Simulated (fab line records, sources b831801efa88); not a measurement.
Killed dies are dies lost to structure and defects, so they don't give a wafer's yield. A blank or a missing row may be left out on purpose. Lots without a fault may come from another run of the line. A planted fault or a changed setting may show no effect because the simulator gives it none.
One fault seen from 2 desks | flow sky130 | each desk has only its own numbers; what lay behind them comes last

THE TOOL OWNER'S DESK: rie_metal-04
The tool's own readings at SKY_METAL4_METAL_ETCH_18 (etches the open film in Cl2/BCl3, stops on SiO2, target depth 845 nm, time 183.1 s): means of the sampled wafers that have a number, for each lot that ran on this tool. A lot is out of limits, marked OUT, if its mean lies more than 4 standard deviations from the usual mean; the brackets give that distance.
Columns: A = drypump_motor_current_A at SKY_METAL4_METAL_ETCH_18, usual 5.50 A; B = oes_product_au at SKY_METAL4_METAL_ETCH_18, usual 0.865 a.u.; C = throttle_valve_pct at SKY_METAL4_METAL_ETCH_18, usual 22.264 %
lot  | first seen here | A    | B                | C
L379 | day 42 04:53    | 5.17 | 0.869            | 22.262
L390 | day 45 04:10    | 5.17 | 0.819 (-8.0) OUT | 22.269
This desk's finding: out of limits on L390; first on L390, day 45 04:10 (oes_product_au at SKY_METAL4_METAL_ETCH_18). In limits: L379.

THE METROLOGY DESK
What the gauges read, lot by lot, whatever tool the lot ran on: means of the sampled wafers that have a number. A lot is out of limits, marked OUT, if its mean lies more than 4 standard deviations from the usual mean; the brackets give that distance.
Columns: A = VIA3_OVL at SKY_VIA3_OVL_MEAS_13, usual 1 nm; B = VIA4_OVL at SKY_VIA4_OVL_MEAS_11, usual -0.6 nm
lot  | first seen here | A  | B
L378 | day 39 18:13    | -2 | -1.3
L379 | day 40 01:55    | -4 | 0.1
L380 | day 40 06:03    | 0  | -1.5
L381 | day 40 08:35    | -3 | -1.0
L383 | day 41 12:16    | -1 | -3.0
L390 | day 43 05:32    | 0  | -0.3
L394 | day 44 10:03    | 2  | 1.8
L395 | day 44 14:37    | -2 | -0.7
L396 | day 45 01:00    | -7 | -1.7
L397 | day 45 03:44    | 8  | -0.4
L400 | day 45 17:45    | 2  | -2.0
This desk's finding: nothing out of limits on any of the 11 lots.

PUT TOGETHER
The tool owner's desk could have raised an alarm at day 45 04:10, on L390.
The metrology desk saw nothing out of limits.
The metrology desk has L390 on record, within its limits.
Of the lots named, all ran SKY_METAL4_METAL_ETCH_18 on rie_metal-04.

WHAT THE SIMULATOR HAD PUT IN
Process parameter drift: rie_metal-04, from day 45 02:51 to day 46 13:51, at SKY_METAL4_METAL_ETCH_18. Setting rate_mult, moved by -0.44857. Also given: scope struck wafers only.
Lots struck among those shown: L390.
Hours from the fault's start to each desk's first reading out of limits: the tool owner's desk, 1.
